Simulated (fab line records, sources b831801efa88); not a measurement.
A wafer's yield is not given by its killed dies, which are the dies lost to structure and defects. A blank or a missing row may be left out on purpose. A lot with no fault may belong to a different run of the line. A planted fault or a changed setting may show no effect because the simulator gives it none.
fab line records | flow sfq-line
record: lots: 5 | wafers: 15 | last-day: 90
route steps=325 shown I4@176 JJ@178 M5@198 A5B@209 R5@212 M8@325
lots untouched by any fault: they come from a run of this same line in which no faults occurred
start-h: hours from the record's first day to the start of the lot's first wafer shown | wait-h: hours elapsed since this lot's preceding step | " repeats the value in the row above | L1.1+2: a row that stands for several wafers | - either no value or no given start | * or withheld: withheld | < > ~ a bound
route shown NAME@n: NAME is a module with steps in the file, n the number in the route of the first one | usual: the fault-free wafers' mean and standard deviation | same: alike in all rows | chamber/n: place in a boat | sites: per-site readings | _std_site: their standard deviation | _edge_site: outer sites' mean less inner sites' | radius-mm: for every site, how far away it sits from the centre of the wafer | mask NAME#n: copy n | behind: tool/chamber where the wafer was last shaped | hold: why the lot was held/for how many hours/how that ended | device: which transistor (n, p or np) failed to switch | end of line: tests of these same wafers at the route's end | a step with no rows: only its recipe | killed: count of dies lost to structure and defects at first sort (not the wafer's yield) | map: shows each die of a wafer: x if killed, . if not, _ if none is there
set.NAME: the setting the step ran with; set.NAME@STEP: the setting that earlier step ran with | model.NAME: the simulator's own value behind a step, which no gauge read
a table for each step, a row for each wafer; lots at some steps of the route
services: a tool's chamber out of use, with start hour (start-h, from the record's first day; less than 0 if before it), hours out, and reason
== steps ==
step: SFQ_TRILAYER_I4_VIA_STRIP_STRIP_107
recipe: gas: O2 | power-w: 200 | platen-temp-c: 40 | overash-fraction: 0.65 | chemistry: O2 | pressure-mtorr: 50
usual: drypump-motor-current-A: 5.7/0.43 | oes-product-au: 1.005/0.0091
lot.wafer | tool         | chamber | start-h | wait-h | drypump-motor-current-A | oes-product-au | rf-hours-counter-h
L933.2    | rie-metal-04 | 0       | 1214.39 | -      | 5.7                     | 1.002          | -
L933.3    | "            | 0       | "       | "      | 5.7                     | 0.996          | -
L933.4    | "            | 0       | "       | "      | 5.7                     | 1.014          | -
L940.1    | rie-metal-04 | 1       | 1230.54 | -      | 5.9                     | 1.004          | 1
L940.5    | "            | 0       | "       | "      | 5.7                     | 1.020          | -
L940.6    | "            | 1       | "       | "      | 5.9                     | 1.007          | -
L945.2    | rie-metal-04 | 0       | 1399.84 | -      | 5.7                     | 1.006          | 127
L945.3    | "            | 1       | "       | "      | 5.8                     | 1.005          | -
L945.5    | "            | 0       | "       | "      | 5.7                     | 1.011          | -
L946.2    | rie-metal-01 | 0       | 1407.68 | -      | 5.1                     | 1.013          | 3
L946.3    | "            | 1       | "       | "      | 6.6                     | 1.007          | -
L946.6    | "            | 0       | "       | "      | 5.1                     | 1.010          | -
L949.1    | rie-metal-02 | 0       | 1418.97 | -      | 5.0                     | 0.987          | 9
L949.3    | "            | 0       | "       | "      | 5.0                     | 0.986          | -
L949.6    | "            | 1       | "       | "      | 5.7                     | 0.990          | -
step: SFQ_TRILAYER_I4_VIA_STRIP_SOLV_CLEAN_108
recipe: chemistry: NMP | temp-c: 70 | time-s: 600
step: SFQ_TRILAYER_JJ_TRILAYER_DEP_PRE_CLEAN_113
recipe: gas: Ar | time-s: 22.5 | bias-v: 250
step: SFQ_TRILAYER_JJ_TRILAYER_DEP_SPUTTER_109
recipe: material: Nb | base-pressure-pa: 1.33e-06 | chamber-pressure-pa: 0.1333 | substrate-temp-c: 20 | target-thk-nm: 150 | power-w: 2000 | time-s: 100
step: SFQ_TRILAYER_JJ_TRILAYER_DEP_SPUTTER_110
recipe: material: Al | base-pressure-pa: 1.33e-06 | target-thk-nm: 8 | power-w: 500 | time-s: 10 | chamber-pressure-pa: 0.4
usual: throttle-valve-pct: 30.2/1.3
lot.wafer | tool           | chamber | start-h | wait-h | throttle-valve-pct
L933.2    | pvd-sputter-03 | -       | 1215.67 | 0.0    | 29.8
L933.3    | "              | -       | "       | "      | 28.8
L933.4    | "              | -       | "       | "      | 31.3
L940.1    | pvd-sputter-06 | -       | 1231.42 | 0.0    | 29.2
L940.5    | "              | -       | "       | "      | 31.5
L940.6    | "              | -       | "       | "      | 32.2
L945.2    | pvd-sputter-04 | -       | 1400.72 | 0.0    | 31.2
L945.3    | "              | -       | "       | "      | 30.6
L945.5    | "              | -       | "       | "      | 28.5
L946.2    | pvd-sputter-04 | -       | 1408.56 | 0.0    | 28.1
L946.3    | "              | -       | "       | "      | 31.3
L946.6    | "              | -       | "       | "      | 30.7
L949.1    | pvd-sputter-03 | -       | 1419.84 | 0.0    | 30.9
L949.3    | "              | -       | "       | "      | 29.1
L949.6    | "              | -       | "       | "      | 31.0
step: SFQ_TRILAYER_JJ_TRILAYER_DEP_AL_OXIDATION_111
recipe: pressure-mbar: 0.014667 | oxidation-time-s: 600 | temperature-k: 293
step: SFQ_TRILAYER_JJ_TRILAYER_DEP_SPUTTER_112
recipe: material: Nb | base-pressure-pa: 1.33e-06 | chamber-pressure-pa: 0.1333 | substrate-temp-c: 20 | target-thk-nm: 170 | power-w: 2000 | time-s: 113.3
step: SFQ_JJ_RS_MEAS_929
recipe: thk-meas-gauge: four-point-probe | reads: Nb_of_TRILAYER_JJ_TRILAYER_DEP_SPUTTER_112
usual: JJ_NB_RS: 1.057/0.017
lot.wafer | tool          | chamber | start-h | wait-h | JJ_NB_RS[ohm/sq]
L933.2    | film-metro-01 | -       | 1216.79 | 0.1    | 1.105
L933.3    | "             | -       | "       | "      | 1.096
L933.4    | "             | -       | "       | "      | 1.090
L940.1    | film-metro-04 | -       | 1232.52 | 0.0    | 1.041
L940.5    | "             | -       | "       | "      | 1.053
L940.6    | "             | -       | "       | "      | 1.030
L945.2    | film-metro-04 | -       | 1401.84 | 0.1    | 1.032
L945.3    | "             | -       | "       | "      | 1.056
L945.5    | "             | -       | "       | "      | 1.051
L946.2    | film-metro-02 | -       | 1409.68 | 0.1    | 1.056
L946.3    | "             | -       | "       | "      | 1.046
L946.6    | "             | -       | "       | "      | 1.048
L949.1    | film-metro-02 | -       | 1420.95 | 0.0    | 1.065
L949.3    | "             | -       | "       | "      | 1.067
L949.6    | "             | -       | "       | "      | 1.063
step: SFQ_TRILAYER_JJ_CE_LITHO_COAT_119
recipe: resist: BARC | spin-rpm: 3000 | resist-thk-nm: 62
step: SFQ_TRILAYER_JJ_CE_LITHO_COAT_114
recipe: resist: KrF | spin-rpm: 3000 | resist-thk-nm: 600
step: SFQ_TRILAYER_JJ_CE_LITHO_SOFTBAKE_118
recipe: temp-c: withheld | time-s: withheld | resist: KrF
step: SFQ_TRILAYER_JJ_CE_LITHO_EXPOSE_115
recipe: mask-id: J5 | na: 0.6 | source-shape: conventional | sigma-outer: 0.65 | target-cd-nm: 700 | dose-mj: 14.4
lot.wafer  | tool           | chamber | start-h | wait-h | mask
L933.2+3+4 | krf-scanner-02 | 0       | 1231.46 | -      | J5#0
L940.1+5+6 | krf-scanner-02 | 0       | 1242.06 | -      | J5#0
L945.2+3+5 | krf-scanner-02 | 0       | 1402.95 | -      | J5#0
L946.2+3+6 | krf-scanner-02 | 0       | 1410.79 | -      | J5#0
L949.1+3+6 | krf-scanner-02 | 0       | 1423.44 | -      | J5#0
step: SFQ_TRILAYER_JJ_CE_LITHO_PEB_117
recipe: peb-temp-c: 115 | peb-time-s: 60 | resist: KrF
step: SFQ_TRILAYER_JJ_CE_LITHO_DEVELOP_116
recipe: time-s: 60 | resist: KrF
step: SFQ_JJ_OVL_MEAS_931
usual: J5_OVL: -4/6.9
lot.wafer | tool       | chamber | start-h | wait-h | J5_OVL[nm]
L933.2    | overlay-01 | -       | 1232.76 | 0.1    | -3
L933.3    | "          | -       | "       | "      | 1
L933.4    | "          | -       | "       | "      | 3
L940.1    | overlay-01 | -       | 1243.56 | 0.1    | -12
L940.5    | "          | -       | "       | "      | -3
L940.6    | "          | -       | "       | "      | -14
L945.2    | overlay-02 | -       | 1404.25 | 0.1    | -3
L945.3    | "          | -       | "       | "      | 0
L945.5    | "          | -       | "       | "      | 6
L946.2    | overlay-01 | -       | 1412.10 | 0.1    | -11
L946.3    | "          | -       | "       | "      | -9
L946.6    | "          | -       | "       | "      | -9
L949.1    | overlay-01 | -       | 1424.94 | 0.1    | 4
L949.3    | "          | -       | "       | "      | -1
L949.6    | "          | -       | "       | "      | 9
step: SFQ_TRILAYER_JJ_CE_METRO_MEASURE_117
usual: cd-nm: 699.9/1.4
lot.wafer | tool      | chamber | start-h | wait-h | cd-nm
L933.2    | cd-sem-02 | -       | 1232.99 | 0.2    | 699.3
L933.3    | "         | -       | "       | "      | 699.6
L933.4    | "         | -       | "       | "      | 699.8
L940.1    | cd-sem-01 | -       | 1243.59 | 0.0    | 702.5
L940.5    | "         | -       | "       | "      | 696.3
L940.6    | "         | -       | "       | "      | 697.1
L945.2    | cd-sem-02 | -       | 1404.48 | 0.2    | 701.9
L945.3    | "         | -       | "       | "      | 703.2
L945.5    | "         | -       | "       | "      | 701.8
L946.2    | cd-sem-01 | -       | 1412.33 | 0.2    | 698.6
L946.3    | "         | -       | "       | "      | 698.1
L946.6    | "         | -       | "       | "      | 698.0
L949.1    | cd-sem-01 | -       | 1424.97 | 0.0    | 702.1
L949.3    | "         | -       | "       | "      | 700.0
L949.6    | "         | -       | "       | "      | 700.4
step: SFQ_TRILAYER_JJ_CE_BARC_OPEN_RIE_150
recipe: mask-material: PR | chemistry: O2 | target-depth-nm: 240 | target: BARC | icp-w: 600 | bias-w: 80 | pressure-mtorr: 10 | time-s: 80
usual: drypump-motor-current-A: 5.6/0.63 | oes-product-au: 0.538/0.005
lot.wafer | tool         | chamber | start-h | wait-h | drypump-motor-current-A | oes-product-au | rf-hours-counter-h | model.JJ.cd-nm
L933.2    | rie-metal-01 | 0       | 1233.99 | 0.8    | 5.1                     | 0.532          | 119                | 699.9
L933.3    | "            | 0       | "       | "      | 5.1                     | 0.537          | -                  | 699.9
L933.4    | "            | 1       | "       | "      | 6.7                     | 0.538          | -                  | 699.9
L940.1    | rie-metal-01 | 0       | 1244.79 | 1.0    | 5.1                     | 0.543          | 122                | 703.1
L940.5    | "            | 0       | "       | "      | 5.1                     | 0.539          | -                  | 697.2
L940.6    | "            | 1       | "       | "      | 6.6                     | 0.542          | -                  | 697.2
L945.2    | rie-metal-02 | 0       | 1405.48 | 0.8    | 5.0                     | 0.549          | 7                  | 701.5
L945.3    | "            | 1       | "       | "      | 5.7                     | 0.541          | -                  | 704.3
L945.5    | "            | 0       | "       | "      | 5.0                     | 0.535          | -                  | 701.7
L946.2    | rie-metal-02 | 0       | 1413.33 | 0.8    | 5.0                     | 0.538          | 8                  | 698.1
L946.3    | "            | 1       | "       | "      | 5.7                     | 0.539          | -                  | 699.6
L946.6    | "            | 1       | "       | "      | 5.7                     | 0.529          | -                  | 698.7
L949.1    | rie-metal-02 | 0       | 1426.17 | 1.0    | 5.0                     | 0.546          | 10                 | 701.6
L949.3    | "            | 1       | "       | "      | 5.7                     | 0.541          | -                  | 701.1
L949.6    | "            | 0       | "       | "      | 5.0                     | 0.546          | -                  | 699.8
step: SFQ_TRILAYER_JJ_CE_ETCH_RIE_118
recipe: target: Nb | stop-on: Al2O3 | mask-material: PR | taper-deg: 13.257 | over-etch-frac: 0.15 | time-s: 97.7 | chemistry: SF6 | target-depth-nm: 170 | icp-w: 600 | bias-w: 80 | pressure-mtorr: 10
usual: drypump-motor-current-A: 5.6/0.63 | oes-product-au: 0.985/0.008
lot.wafer | tool         | chamber | start-h | wait-h | drypump-motor-current-A | oes-product-au | rf-hours-counter-h | model.JJ.cd-nm
L933.2    | rie-metal-01 | 0       | 1234.08 | 0.1    | 5.1                     | 0.969          | 119                | 700.2
L933.3    | "            | 0       | "       | "      | 5.1                     | 0.971          | -                  | 699.4
L933.4    | "            | 1       | "       | "      | 6.6                     | 0.974          | -                  | 699.3
L940.1    | rie-metal-01 | 0       | 1244.88 | 0.1    | 5.1                     | 0.997          | 122                | 703.8
L940.5    | "            | 0       | "       | "      | 5.1                     | 0.995          | -                  | 697.6
L940.6    | "            | 1       | "       | "      | 6.7                     | 0.995          | -                  | 697.6
L945.2    | rie-metal-02 | 0       | 1405.58 | 0.1    | 5.0                     | 0.985          | 7                  | 702.1
L945.3    | "            | 1       | "       | "      | 5.7                     | 0.988          | -                  | 704.7
L945.5    | "            | 0       | "       | "      | 5.0                     | 0.988          | -                  | 702.7
L946.2    | rie-metal-02 | 0       | 1413.42 | 0.1    | 5.1                     | 0.991          | 8                  | 697.7
L946.3    | "            | 1       | "       | "      | 5.7                     | 0.978          | -                  | 699.6
L946.6    | "            | 1       | "       | "      | 5.7                     | 0.990          | -                  | 698.6
L949.1    | rie-metal-02 | 0       | 1426.27 | 0.1    | 5.0                     | 0.986          | 10                 | 701.1
L949.3    | "            | 1       | "       | "      | 5.7                     | 0.978          | -                  | 701.2
L949.6    | "            | 0       | "       | "      | 5.0                     | 0.987          | -                  | 700
step: SFQ_TRILAYER_JJ_ANODIZE_ANODIZE_119
recipe: current-density-ma-cm2: withheld | end-current-density-ma-cm2: withheld | bath-temp-c: withheld
step: SFQ_TRILAYER_JJ_CE_STRIP_STRIP_120
recipe: gas: O2 | power-w: 200 | platen-temp-c: 40 | overash-fraction: 0.65 | chemistry: O2 | pressure-mtorr: 50
usual: drypump-motor-current-A: 5.5/0.54 | oes-product-au: 0.998/0.0085
lot.wafer | tool         | chamber | start-h | wait-h | drypump-motor-current-A | oes-product-au | rf-hours-counter-h
L933.2    | rie-metal-02 | 1       | 1234.69 | 0.0    | 5.7                     | 1.002          | 99
L933.3    | "            | 1       | "       | "      | 5.8                     | 1.001          | -
L933.4    | "            | 0       | "       | "      | 5.0                     | 0.989          | -
L940.1    | rie-metal-03 | 1       | 1245.49 | 0.0    | 5.2                     | 0.988          | 112
L940.5    | "            | 0       | "       | "      | 5.1                     | 0.989          | -
L940.6    | "            | 1       | "       | "      | 5.3                     | 0.986          | -
L945.2    | rie-metal-01 | 1       | 1406.18 | 0.0    | 6.6                     | 1.006          | 125
L945.3    | "            | 1       | "       | "      | 6.6                     | 1.012          | -
L945.5    | "            | 0       | "       | "      | 5.1                     | 1.015          | -
L946.2    | rie-metal-03 | 1       | 1414.02 | 0.0    | 5.3                     | 0.991          | 137
L946.3    | "            | 0       | "       | "      | 5.1                     | 1.003          | -
L946.6    | "            | 1       | "       | "      | 5.3                     | 0.992          | -
L949.1    | rie-metal-02 | 1       | 1426.87 | 0.0    | 5.7                     | 0.996          | 129
L949.3    | "            | 0       | "       | "      | 5.0                     | 0.989          | -
L949.6    | "            | 0       | "       | "      | 5.0                     | 1.000          | -
step: SFQ_TRILAYER_JJ_CE_STRIP_SOLV_CLEAN_121
recipe: chemistry: NMP | temp-c: 70 | time-s: 600
step: SFQ_TRILAYER_M5_LITHO_COAT_128
recipe: resist: BARC | spin-rpm: 3000 | resist-thk-nm: 62
step: SFQ_TRILAYER_M5_LITHO_COAT_123
recipe: resist: KrF | spin-rpm: 3000 | resist-thk-nm: 600
step: SFQ_TRILAYER_M5_LITHO_SOFTBAKE_127
recipe: temp-c: withheld | time-s: withheld | resist: KrF
step: SFQ_TRILAYER_M5_LITHO_EXPOSE_124
recipe: mask-id: M5 | na: 0.6 | source-shape: conventional | sigma-outer: 0.65 | target-cd-nm: 700 | dose-mj: 14.4
step: SFQ_TRILAYER_M5_LITHO_PEB_126
recipe: peb-temp-c: 115 | peb-time-s: 60 | resist: KrF
step: SFQ_TRILAYER_M5_LITHO_DEVELOP_125
recipe: time-s: 60 | resist: KrF
step: SFQ_M5_OVL_MEAS_932
usual: M5_OVL: 2/5.4
lot.wafer | tool       | chamber | start-h | wait-h | M5_OVL[nm]
L933.2    | overlay-02 | -       | 1354.08 | 0.1    | 11
L933.3    | "          | -       | "       | "      | 4
L933.4    | "          | -       | "       | "      | 8
L940.1    | overlay-02 | -       | 1373.25 | 0.1    | -3
L940.5    | "          | -       | "       | "      | 5
L940.6    | "          | -       | "       | "      | -6
L945.2    | overlay-02 | -       | 1409.39 | 0.1    | 7
L945.3    | "          | -       | "       | "      | -1
L945.5    | "          | -       | "       | "      | 0
L946.2    | overlay-02 | -       | 1417.59 | 0.1    | 13
L946.3    | "          | -       | "       | "      | 10
L946.6    | "          | -       | "       | "      | 16
L949.1    | overlay-01 | -       | 1432.14 | 0.1    | 0
L949.3    | "          | -       | "       | "      | -5
L949.6    | "          | -       | "       | "      | 3
step: SFQ_TRILAYER_M5_BARC_OPEN_METAL_ETCH_161
recipe: mask-material: PR | chemistry: O2 | target-depth-nm: 125 | target: BARC | icp-w: 600 | bias-w: 80 | pressure-mtorr: 10 | time-s: 41.7
step: SFQ_TRILAYER_M5_ETCH_METAL_ETCH_126
recipe: target: Nb | stop-on: SiO2 | mask-material: PR | over-etch-frac: 0.15 | time-s: 203.2 | chemistry: Cl2/BCl3 | target-depth-nm: 265 | icp-w: 600 | bias-w: 80 | pressure-mtorr: 10
step: SFQ_TRILAYER_M5_STRIP_STRIP_127
recipe: gas: O2 | power-w: 200 | platen-temp-c: 40 | overash-fraction: 0.65 | chemistry: O2 | pressure-mtorr: 50
step: SFQ_TRILAYER_M5_STRIP_SOLV_CLEAN_128
recipe: chemistry: NMP | temp-c: 70 | time-s: 600
step: SFQ_TRILAYER_A5B_DEP_PECVD_129
recipe: material: SiO2 | temp-c: 150 | time-s: 133.33 | pressure-torr: 2.4 | rf-w: 183.3 | precursor: SiH4/N2O | target-thk-nm: 600
usual: heater-power-w: 94/13 | throttle-valve-pct: 24.5/1.2
lot.wafer | tool     | chamber | start-h | wait-h | heater-power-w | throttle-valve-pct
L933.2    | pecvd-01 | 0       | 1355.14 | 0.0    | 78             | 24.7
L933.3    | "        | 1       | "       | "      | 100            | 24.0
L933.4    | "        | 1       | "       | "      | 100            | 24.1
L940.1    | pecvd-02 | 1       | 1374.32 | 0.0    | 91             | 26.8
L940.5    | "        | 1       | "       | "      | 95             | 26.9
L940.6    | "        | 0       | "       | "      | 115            | 23.1
L945.2    | pecvd-02 | 2       | 1410.45 | 0.0    | 82             | 23.8
L945.3    | "        | 1       | "       | "      | 97             | 27.0
L945.5    | "        | 1       | "       | "      | 81             | 27.0
L946.2    | pecvd-03 | 1       | 1418.64 | 0.0    | 86             | 25.8
L946.3    | "        | 0       | "       | "      | 114            | 24.0
L946.6    | "        | 2       | "       | "      | 79             | 24.0
L949.1    | pecvd-02 | 1       | 1433.20 | 0.0    | 96             | 27.1
L949.3    | "        | 2       | "       | "      | 80             | 24.4
L949.6    | "        | 0       | "       | "      | 112            | 23.0
step: SFQ_TRILAYER_A5B_CMP_CMP_130
recipe: stop-on: Nb | down-force-psi: 3 | platen-rpm: 60 | target-thk-nm: 340.7
step: SFQ_TRILAYER_A5B_METRO_MEASURE_131
step: SFQ_TRILAYER_R5_DEP_SPUTTER_132
recipe: material: Ti | base-pressure-pa: 1.33e-06 | target-thk-nm: 5 | power-w: 2000 | time-s: 5 | chamber-pressure-pa: 0.4
step: SFQ_TRILAYER_R5_DEP_SPUTTER_133
recipe: material: MoNx | base-pressure-pa: 1.33e-06 | target-thk-nm: 40 | power-w: 1000 | time-s: 66.7 | chamber-pressure-pa: 0.4
step: SFQ_TRILAYER_R5_DEP_SPUTTER_134
recipe: material: Ti | base-pressure-pa: 1.33e-06 | target-thk-nm: 5 | power-w: 2000 | time-s: 5 | chamber-pressure-pa: 0.4
step: SFQ_R5_RS_MEAS_933
recipe: thk-meas-gauge: four-point-probe | reads: Ti_of_TRILAYER_R5_DEP_SPUTTER_134+MoNx_of_TRILAYER_R5_DEP_SPUTTER_133+Ti_of_TRILAYER_R5_DEP_SPUTTER_132
usual: R5_MONX_RS: 7.01/0.067
lot.wafer | tool          | chamber | start-h | wait-h | R5_MONX_RS[ohm/sq]
L933.2    | film-metro-02 | -       | 1361.95 | 0.0    | 6.92
L933.3    | "             | -       | "       | "      | 7.03
L933.4    | "             | -       | "       | "      | 6.96
L940.1    | film-metro-03 | -       | 1381.62 | 0.0    | 7.02
L940.5    | "             | -       | "       | "      | 7.03
L940.6    | "             | -       | "       | "      | 7.14
L945.2    | film-metro-02 | -       | 1417.04 | 0.0    | 6.98
L945.3    | "             | -       | "       | "      | 6.99
L945.5    | "             | -       | "       | "      | 6.94
L946.2    | film-metro-03 | -       | 1423.68 | 0.0    | 6.98
L946.3    | "             | -       | "       | "      | 7.13
L946.6    | "             | -       | "       | "      | 7.01
L949.1    | film-metro-03 | -       | 1437.59 | 0.0    | 7.07
L949.3    | "             | -       | "       | "      | 7.10
L949.6    | "             | -       | "       | "      | 7.16
step: SFQ_R5_THK_MEAS_934
recipe: thk-meas-gauge: xrf | reads: MoNx_of_TRILAYER_R5_DEP_SPUTTER_133
usual: R5_MONX_THK: 40.4/0.39
lot.wafer | tool          | chamber | start-h | wait-h | R5_MONX_THK[nm]
L933.2    | film-metro-02 | -       | 1362.06 | 0.1    | 41.1
L933.3    | "             | -       | "       | "      | 40.2
L933.4    | "             | -       | "       | "      | 40.7
L940.1    | film-metro-03 | -       | 1381.74 | 0.1    | 40.4
L940.5    | "             | -       | "       | "      | 40.3
L940.6    | "             | -       | "       | "      | 39.8
L945.2    | film-metro-02 | -       | 1417.15 | 0.1    | 40.8
L945.3    | "             | -       | "       | "      | 40.7
L945.5    | "             | -       | "       | "      | 40.8
L946.2    | film-metro-03 | -       | 1423.79 | 0.1    | 40.9
L946.3    | "             | -       | "       | "      | 39.7
L946.6    | "             | -       | "       | "      | 40.4
L949.1    | film-metro-03 | -       | 1437.71 | 0.1    | 40.0
L949.3    | "             | -       | "       | "      | 40.1
L949.6    | "             | -       | "       | "      | 40.0
step: SFQ_TRILAYER_R5_LITHO_COAT_141
recipe: resist: BARC | spin-rpm: 3000 | resist-thk-nm: 62
step: SFQ_M8_BOW_MEAS_951
recipe: mode: bow
usual: M8_BOW: 6/12
lot.wafer | tool          | chamber | start-h | wait-h | M8_BOW[um] | model.etest.jj.g-times
L933.2    | film-metro-02 | -       | 1843.13 | 0.0    | -10        | 1.001
L933.3    | "             | -       | "       | "      | -8         | 0.9991
L933.4    | "             | -       | "       | "      | -8         | 0.9986
L940.1    | film-metro-02 | -       | 1983.03 | 0.0    | -16        | 1.012
L940.5    | "             | -       | "       | "      | -21        | 0.9939
L940.6    | "             | -       | "       | "      | -1         | 0.9937
L945.2    | film-metro-01 | -       | 2100.15 | 0.0    | 29         | 1.007
L945.3    | "             | -       | "       | "      | 35         | 1.014
L945.5    | "             | -       | "       | "      | 20         | 1.008
L946.2    | film-metro-02 | -       | 2142.15 | 0.0    | 1          | 0.9941
L946.3    | "             | -       | "       | "      | 14         | 0.9995
L946.6    | "             | -       | "       | "      | 16         | 0.9967
L949.1    | film-metro-03 | -       | 2157.73 | 0.0    | 0          | 1.004
L949.3    | "             | -       | "       | "      | 3          | 1.004
L949.6    | "             | -       | "       | "      | -3         | 1.001
== services ==
tool           | chamber | start-h | hours | kind
krf-scanner-02 | -       | 1191.68 | 0.5   | repair
rie-metal-01   | 0       | 1194.14 | 14.9  | repair
cd-sem-01      | -       | 1207.36 | 0.3   | pm
krf-scanner-02 | -       | 1210.31 | 1.0   | pm
cd-sem-01      | -       | 1237.59 | 1.2   | pm
rie-metal-04   | 1       | 1247.15 | 10.7  | repair
pecvd-02       | -       | 1247.78 | 2.5   | repair
rie-metal-01   | -       | 1251.34 | 14.6  | pm
rie-metal-04   | -       | 1253.74 | 14.6  | pm
krf-scanner-02 | -       | 1290.00 | 3.6   | pm
rie-metal-04   | -       | 1294.26 | 2.8   | pm
cd-sem-01      | -       | 1297.65 | 1.7   | pm
rie-metal-02   | -       | 1311.20 | 3.3   | repair
krf-scanner-02 | -       | 1313.64 | 29.9  | repair
krf-scanner-02 | -       | 1340.24 | 0.3   | repair
cd-sem-01      | -       | 1342.10 | 0.7   | pm
krf-scanner-02 | -       | 1353.78 | 1.3   | pm
krf-scanner-02 | -       | 1378.47 | 1.0   | pm
rie-metal-04   | -       | 1379.08 | 0.6   | repair
cd-sem-01      | -       | 1391.36 | 2.9   | pm
rie-metal-04   | -       | 1392.37 | 6.5   | repair
rie-metal-02   | -       | 1403.08 | 1.4   | pm
cd-sem-01      | -       | 1420.73 | 0.8   | pm
cd-sem-01      | -       | 1432.39 | 7.3   | pm
== key ==
first-sign none at tools or gauges
model-effect: step: SFQ_TRILAYER_JJ_CE_BARC_OPEN_RIE_150 | value: JJ.cd-nm | without: 702.5 | struck: 697.2
model-effect: step: SFQ_TRILAYER_JJ_CE_ETCH_RIE_118 | value: JJ.cd-nm | without: 702.9 | struck: 697.6
model-effect: step: SFQ_M8_BOW_MEAS_951 | value: etest.jj.g-times | without: 1.009 | struck: 0.9938
met-at SFQ_TRILAYER_JJ_CE_LITHO_EXPOSE_115
struck-wafers L940.5,L940.6
onset-between 1231.46 1242.06
fault: kind: process-parameter-drift | tool: krf-scanner-02 | chamber: - | onset-h: 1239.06 | steps: SFQ_TRILAYER_JJ_CE_LITHO_EXPOSE_115 | channel: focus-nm | offset: 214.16 | shape: step | end-h: 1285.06 | scope: struck-wafers-only
